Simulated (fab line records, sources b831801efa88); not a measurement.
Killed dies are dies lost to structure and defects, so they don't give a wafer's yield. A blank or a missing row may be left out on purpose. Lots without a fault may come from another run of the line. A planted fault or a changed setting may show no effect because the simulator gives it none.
Problem report in the 8D (eight disciplines) form, filled by code | flow sky130 | the parts of the form that need people (team, actions taken, sign-off) are left out

1. THE PROBLEM
CAP2M_TIN_RS at SKY_CAP2M_RS_MEAS_03 reads a mean of 6.52 ohm/sq on 3 wafers of 1 lot; wafers without a fault read 6.92 ohm/sq with a standard deviation of 0.084. That is -4.8 standard deviations from the usual mean.
The step: measures by four-point-probe.
First seen on wafer L255.2, day 45 20:17, on film_metro-03. The record holds 30 wafers of 10 lots with a number at this step. Rule for "out", or "out of limits": more than 4 standard deviations from the usual mean. The other wafers with a number count as sound.

2. WHAT IT IS AND WHAT IT IS NOT
question                    | is                     | is not
which readings at this step | CAP2M_TIN_RS           | -
which lots                  | L255                   | L234, L235, L236, L238, L239, L247, L248, L249, L251
which wafers of those lots  | all that have a number | -
read on which gauges        | film_metro-03          | film_metro-02, film_metro-04
when                        | from day 45 20:17      | up to then (27 sound wafers)

3. SUSPECTS, AND WHAT RULES EACH OUT
Counting: a tool at a process step up to the reading stays a suspect if it ran every lot that is out and no sound lot after the first of them.
- the gauge at SKY_CAP2M_RS_MEAS_03: kept. All the wafers that are out were read on film_metro-03, and no step on other tools shows them out.
- rie_metal-04 at SKY_LOCAL_INTERCONNECT_ETCH_13 (etches BARC in N2/H2, stops on SiO2, time 45.9 s, target depth 60 nm): kept. It ran the lot that is out, L255 (day 37 06:37), and no sound lot after that; its last sound lot up to then is L251 (day 36 08:17).
- pvd_sputter-01 at SKY_CAP2M_SPUTTER_02 (material TiN, target thk 200 nm, time 166.7 s): kept. It ran the lot that is out, L255 (day 45 20:10), and no sound lot after that; its last sound lot up to then is L248 (day 44 09:40).
Left after counting: rie_metal-04 at SKY_LOCAL_INTERCONNECT_ETCH_13, pvd_sputter-01 at SKY_CAP2M_SPUTTER_02, film_metro-03 at SKY_CAP2M_RS_MEAS_03.

4. THE CAUSE (what the simulator had put in)
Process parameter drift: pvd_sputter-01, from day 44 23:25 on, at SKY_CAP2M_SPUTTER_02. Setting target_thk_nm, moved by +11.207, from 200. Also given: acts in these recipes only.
Counting left 3 suspects, and this tool is among them.

5. THE CHAIN OF EFFECTS, in route order
Each row: a reading whose mean over the struck wafers that have a number lies more than 3 standard deviations from the usual. Only readings for which the record gives a usual standard deviation are gone through. hours: the time from each lot's start at the first step in this table that gives one to its start at this step, as a median over the lots. sigmas: the change in usual standard deviations.
hours | step                    | reading        | usual       | on struck wafers | change | sigmas
0     | SKY_CAP2M_RS_MEAS_03    | CAP2M_TIN_RS   | 6.92 ohm/sq | 6.52             | -0.40  | -4.8
0     | SKY_CAP2M_THK_MEAS_04   | CAP2M_TIN_THK  | 196.9 nm    | 207.8            | +10.9  | +4.4
21    | SKY_CAP2M_METAL_ETCH_13 | oes_product_au | 0.940 a.u.  | 0.972            | +0.032 | +3.8
The process steps in it:
- SKY_CAP2M_METAL_ETCH_13: etches TiN in Cl2/BCl3, stops on SiO2, target depth 220 nm, time 62.9 s.

6. WHAT WOULD HAVE CAUGHT IT SOONER
In this record the first reading out of limits at a measuring or inspecting step was taken at day 45 20:17, 21 hours after the fault began at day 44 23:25.
Of the tool readings at SKY_CAP2M_SPUTTER_02 for which the record gives a usual standard deviation, none was out on any struck wafer, so an alarm limit of 4 standard deviations on them would not have fired.
All the lots that are out (1) had begun SKY_CAP2M_SPUTTER_02 on pvd_sputter-01 by day 45 20:17. A hold on the tool at that time would have spared none of them.
